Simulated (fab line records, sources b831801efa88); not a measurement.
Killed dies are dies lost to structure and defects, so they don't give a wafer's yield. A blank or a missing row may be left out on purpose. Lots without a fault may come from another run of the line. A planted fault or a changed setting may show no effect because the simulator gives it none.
fab line records | flow sfq_line
record lots=6 wafers=18 last_day=94
route steps=325 shown I2@117 M3@118
lots that met no fault: from a run of the same line without faults
start_h: hours from the record's first day to the start of the lot's first wafer shown | wait_h: hours since the lot's step before | " the same as in the row above | L1.1+2: a row that stands for several wafers | - no value, or no start given | * or withheld: withheld | < > ~ a bound
route shown NAME@n: a module of which the file shows steps, and the number in the route of the first | usual: mean/standard deviation of fault-free wafers | same: alike in all rows | chamber/n: place in a boat | sites: the reading at each site | _std_site: their standard deviation | _edge_site: outer sites' mean less inner sites' | radius_mm: how far each site lies from the wafer's centre | mask NAME#n: copy n | behind: the tool/chamber that last shaped the wafer | hold: why the lot was held/for how many hours/how that ended | device: the transistor (n, p or np) that didn't switch | end of line: the same wafers' tests at the end of the route | a step without rows: its recipe alone | killed: dies lost to structure and defects at the first sort, not the wafer's yield | map: a wafer's dies, x killed, . not, _ none there
set.NAME: the setting as run; set.NAME@STEP: as run at that earlier step | model.NAME: the simulator's own value behind a step, which no gauge read
lots at some steps of the route; a table a step, a row a wafer
services: from which hour (start_h, from the record's first day; less than 0 if before it) a tool's chamber was out of use, for how many hours, and why
## steps
# step SFQ_TRILAYER_I2_VIA_STRIP_SOLV_CLEAN_072
# recipe chemistry=NMP temp_c=70 time_s=600
# step SFQ_TRILAYER_M3_DEP_PRE_CLEAN_074
# recipe gas=Ar time_s=22.5 bias_v=250
# step SFQ_TRILAYER_M3_DEP_SPUTTER_073
# recipe material=Nb base_pressure_pa=1.33e-06 chamber_pressure_pa=0.1333 substrate_temp_c=20 resputter_cathode_voltage_v=400 target_thk_nm=200 power_w=2000 time_s=133.3
# usual throttle_valve_pct=29.9/0.91
# columns lot.wafer tool chamber start_h wait_h throttle_valve_pct
L708.1 pvd_sputter-03 - 500.23 0.0 30.2
L708.2 " - " " 29.9
L708.4 " - " " 29.5
L712.1 pvd_sputter-03 - 544.39 0.0 29.9
L712.4 " - " " 29.4
L712.6 " - " " 29.3
L718.1 pvd_sputter-05 - 624.76 0.0 30.3
L718.2 " - " " 30.2
L718.3 " - " " 32.1
L720.1 pvd_sputter-05 - 641.56 0.0 30.5
L720.3 " - " " 29.3
L720.5 " - " " 31.7
L721.1 pvd_sputter-03 - 643.96 0.0 29.8
L721.5 " - " " 29.9
L721.6 " - " " 29.5
L729.2 pvd_sputter-03 - 705.50 0.0 29.1
L729.3 " - " " 30.1
L729.4 " - " " 29.7
# step SFQ_M3_RS_MEAS_919
# recipe thk_meas_gauge=four-point-probe reads=Nb_of_TRILAYER_M3_DEP_SPUTTER_073
# usual M3_NB_RS=0.889/0.01
# columns lot.wafer tool chamber start_h wait_h M3_NB_RS[ohm/sq]
L708.1 film_metro-03 - 500.32 0.0 0.894
L708.2 " - " " 0.890
L708.4 " - " " 0.890
L712.1 film_metro-03 - 544.50 0.1 0.885
L712.4 " - " " 0.888
L712.6 " - " " 0.885
L718.1 film_metro-01 - 624.85 0.0 0.887
L718.2 " - " " 0.894
L718.3 " - " " 0.907
L720.1 film_metro-03 - 641.65 0.0 0.894
L720.3 " - " " 0.897
L720.5 " - " " 0.903
L721.1 film_metro-01 - 644.05 0.0 0.898
L721.5 " - " " 0.892
L721.6 " - " " 0.900
L729.2 film_metro-04 - 705.61 0.1 0.890
L729.3 " - " " 0.888
L729.4 " - " " 0.890
# step SFQ_TRILAYER_M3_LITHO_COAT_080
# recipe resist=BARC spin_rpm=3000 resist_thk_nm=62
# step SFQ_TRILAYER_M3_LITHO_COAT_075
# recipe resist=KrF spin_rpm=3000 resist_thk_nm=600
# step SFQ_TRILAYER_M3_LITHO_SOFTBAKE_079
# recipe temp_c=withheld time_s=withheld resist=KrF
# step SFQ_TRILAYER_M3_LITHO_EXPOSE_076
# recipe mask_id=M3 na=0.6 source_shape=conventional sigma_outer=0.65 target_cd_nm=500 dose_mj=14.4
# step SFQ_TRILAYER_M3_LITHO_PEB_078
# recipe peb_temp_c=115 peb_time_s=60 resist=KrF
# step SFQ_TRILAYER_M3_LITHO_DEVELOP_077
# recipe time_s=60 resist=KrF
# step SFQ_M3_OVL_MEAS_921
# usual M3_OVL=-2/6.4
# columns lot.wafer tool chamber start_h wait_h M3_OVL[nm]
L708.1 overlay-01 - 605.11 0.1 3
L708.2 " - " " -1
L708.4 " - " " -1
L712.1 overlay-01 - 680.53 0.1 -8
L712.4 " - " " -8
L712.6 " - " " -4
L718.1 overlay-01 - 768.65 0.1 -5
L718.2 " - " " -10
L718.3 " - " " -4
L720.1 overlay-02 - 791.42 0.1 -12
L720.3 " - " " -14
L720.5 " - " " -12
L721.1 overlay-02 - 796.22 0.1 13
L721.5 " - " " 10
L721.6 " - " " 16
L729.2 overlay-02 - 842.69 0.1 -8
L729.3 " - " " -7
L729.4 " - " " -6
# step SFQ_TRILAYER_M3_BARC_OPEN_METAL_ETCH_100
# recipe mask_material=PR chemistry=O2 target_depth_nm=125 target=BARC icp_w=600 bias_w=80 pressure_mtorr=10 time_s=41.7
# usual bias_w=80.00/0.23 chamber_pressure_mTorr=9.999/0.0092 drypump_motor_current_A=5.9/0.66 oes_product_au=0.685/0.0046 run_length_s=70.0/0.88
# columns lot.wafer tool chamber start_h wait_h bias_w chamber_pressure_mTorr drypump_motor_current_A oes_product_au rf_hours_counter_h run_length_s model.KrF_of_TRILAYER_M3_LITHO_COAT_075.thk_nm
L708.1 rie_metal-01 0 605.15 0.0 80.35 10.004 6.5 0.687 134 69.4 523.4
L708.2 " 1 " " 80.49 10.014 6.2 0.676 141 69.6 523.2
L708.4 " 1 " " 79.87 9.991 6.2 0.693 - 69.7 523.1
L712.1 rie_metal-01 1 680.57 0.0 79.83 9.989 6.2 0.687 151 69.3 523.2
L712.4 " 0 " " 79.74 10.006 6.6 0.687 - 69.6 523.5
L712.6 " 0 " " 79.74 10.000 6.6 0.684 - 69.5 522.7
L718.1 rie_metal-01 1 768.69 0.0 - 9.985 6.2 0.860 1 58.6 534.8
L718.2 " 1 " " - 9.980 6.2 0.868 - 58.4 533.8
L718.3 " 1 " " - 10.011 6.2 0.870 - 58.6 534.5
L720.1 rie_metal-01 1 791.45 0.0 - 9.994 6.2 0.862 7 58.4 536.1
L720.3 " 1 " " - 10.002 6.2 0.870 - 58.4 534.4
L720.5 " 1 " " - 10.008 6.2 0.874 - 58.9 533.6
L721.1 rie_metal-02 1 796.25 0.0 79.78 9.997 5.3 0.689 159 70.2 520.4
L721.5 " 0 " " 79.92 9.993 4.6 0.694 - 69.8 519.9
L721.6 " 1 " " 80.24 10.000 5.3 0.681 - 70.4 520.8
L729.2 rie_metal-02 1 842.72 0.0 80.06 9.996 5.3 0.690 165 71.0 525.2
L729.3 " 1 " " 80.17 9.983 5.2 0.683 - 70.7 524.9
L729.4 " 0 " " 80.24 10.001 4.6 0.674 - 69.6 525.6
# step SFQ_TRILAYER_M3_ETCH_METAL_ETCH_078
# recipe target=Nb stop_on=SiO2 mask_material=PR chemistry=Cl2/Ar target_depth_nm=240 icp_w=600 bias_w=80 pressure_mtorr=10 time_s=120
# usual bias_w=80.00/0.26 chamber_pressure_mTorr=9.999/0.009 drypump_motor_current_A=5.9/0.66 oes_product_au=0.895/0.0073 run_length_s=148.4/0.85
# columns lot.wafer tool chamber start_h wait_h bias_w chamber_pressure_mTorr drypump_motor_current_A oes_product_au rf_hours_counter_h run_length_s model.KrF_of_TRILAYER_M3_LITHO_COAT_075.thk_nm
L708.1 rie_metal-01 0 605.21 0.0 80.51 9.993 6.5 0.902 135 148.1 381.8
L708.2 " 1 " " 80.59 10.011 6.2 0.906 141 147.6 381.9
L708.4 " 1 " " 80.33 10.001 6.2 0.891 - 147.8 382.6
L712.1 rie_metal-01 1 680.63 0.0 80.08 9.984 6.2 0.897 151 147.8 383.4
L712.4 " 0 " " 79.97 10.001 6.5 0.899 - 147.9 383.5
L712.6 " 0 " " 80.18 9.996 6.5 0.891 - 147.9 380.2
L718.1 rie_metal-01 1 768.81 0.1 80.14 9.999 6.2 0.893 1 147.7 397
L718.2 " 1 " " 80.24 10.004 6.2 0.891 - 147.9 395.4
L718.3 " 1 " " 80.02 10.009 6.2 0.885 - 148.0 396.8
L720.1 rie_metal-01 1 791.57 0.1 80.22 9.993 6.2 0.891 7 147.9 398.6
L720.3 " 1 " " 79.97 9.998 6.2 0.900 - 147.9 396.3
L720.5 " 1 " " 79.77 9.997 6.2 0.879 - 147.6 396
L721.1 rie_metal-02 1 796.31 0.0 79.64 10.003 5.2 0.883 159 148.9 378.9
L721.5 " 0 " " 79.90 10.006 4.6 0.895 - 148.3 377.8
L721.6 " 1 " " 79.60 10.013 5.2 0.889 - 148.8 380
L729.2 rie_metal-02 1 842.78 0.0 80.08 10.008 5.3 0.895 165 149.2 383.6
L729.3 " 1 " " 79.96 10.006 5.3 0.891 - 148.6 383.8
L729.4 " 0 " " 79.99 10.001 4.6 0.889 - 148.4 384.1
# step SFQ_TRILAYER_M3_STRIP_STRIP_079
# recipe gas=O2 power_w=200 platen_temp_c=40 overash_fraction=0.65 chemistry=O2 pressure_mtorr=50
# usual chamber_pressure_mTorr=49.99/0.046 drypump_motor_current_A=5.9/0.66 oes_product_au=0.997/0.0098
# columns lot.wafer tool chamber start_h wait_h chamber_pressure_mTorr drypump_motor_current_A oes_product_au rf_hours_counter_h
L708.1 rie_metal-01 0 605.33 0.1 49.96 6.5 0.990 135
L708.2 " 1 " " 50.06 6.2 0.997 141
L708.4 " 1 " " 49.97 6.2 0.997 -
L712.1 rie_metal-01 1 680.75 0.1 50.03 6.2 1.012 151
L712.4 " 0 " " 50.01 6.6 0.991 -
L712.6 " 0 " " 49.97 6.6 0.997 -
L718.1 rie_metal-01 1 769.06 0.2 49.98 6.2 0.988 2
L718.2 " 1 " " 49.97 6.2 0.992 -
L718.3 " 1 " " 49.89 6.2 0.982 -
L720.1 rie_metal-01 1 791.82 0.2 49.97 6.2 0.987 7
L720.3 " 1 " " 50.01 6.2 0.989 -
L720.5 " 1 " " 50.05 6.2 0.985 -
L721.1 rie_metal-02 1 796.44 0.1 49.96 5.2 0.994 159
L721.5 " 0 " " 49.98 4.6 0.991 -
L721.6 " 1 " " 50.02 5.2 0.995 -
L729.2 rie_metal-02 1 842.91 0.1 50.00 5.2 1.006 165
L729.3 " 1 " " 49.97 5.3 1.004 -
L729.4 " 0 " " 50.08 4.6 0.999 -
## services
# columns tool chamber start_h hours kind
rie_metal-01 - 488.70 2.8 repair
pvd_sputter-05 2 602.44 - consumable_replace:kit
pvd_sputter-05 2 602.44 18.0 scheduled_down
pvd_sputter-05 2 602.44 18.0 vent_cycle
pvd_sputter-03 0 686.13 - consumable_replace:kit
pvd_sputter-03 0 686.13 18.0 scheduled_down
pvd_sputter-03 0 686.13 18.0 vent_cycle
pvd_sputter-03 - 693.81 0.5 repair
rie_metal-02 0 704.73 - clean
rie_metal-02 0 704.73 14.1 scheduled_down
rie_metal-02 0 704.73 14.1 vent_cycle
rie_metal-02 0 732.77 3.9 repair
rie_metal-01 1 749.55 - clean
rie_metal-01 1 749.55 16.6 scheduled_down
rie_metal-01 1 749.55 16.6 vent_cycle
rie_metal-01 0 763.11 11.3 repair
pvd_sputter-05 - 772.01 0.9 repair
rie_metal-01 0 774.43 - clean
rie_metal-01 0 774.43 17.0 scheduled_down
rie_metal-01 0 774.43 17.0 vent_cycle
rie_metal-01 - 821.76 0.6 repair
rie_metal-02 - 826.05 9.1 repair
## key
first_sign step=SFQ_TRILAYER_M3_BARC_OPEN_METAL_ETCH_100 reading=oes_product_au direction=up sigmas=39 usual=0.685 struck=0.867
effect step=SFQ_TRILAYER_M3_BARC_OPEN_METAL_ETCH_100 reading=run_length_s direction=down sigmas=13 usual=* struck=*
model_effect step=SFQ_TRILAYER_M3_BARC_OPEN_METAL_ETCH_100 value=KrF_of_TRILAYER_M3_LITHO_COAT_075.thk_nm without=521.5 struck=534.5
model_effect step=SFQ_TRILAYER_M3_ETCH_METAL_ETCH_078 value=KrF_of_TRILAYER_M3_LITHO_COAT_075.thk_nm without=383.6 struck=396.7
met_at SFQ_TRILAYER_M3_BARC_OPEN_METAL_ETCH_100
struck_wafers L718.1,L718.2,L718.3,L720.1,L720.3,L720.5
onset_between 680.57 768.69
fault kind=process_parameter_drift tool=rie_metal-01 chamber=- onset_h=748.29 steps=SFQ_TRILAYER_M3_BARC_OPEN_METAL_ETCH_100 channel=time_s offset=* shape=step end_h=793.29 acts_in=* stated=*
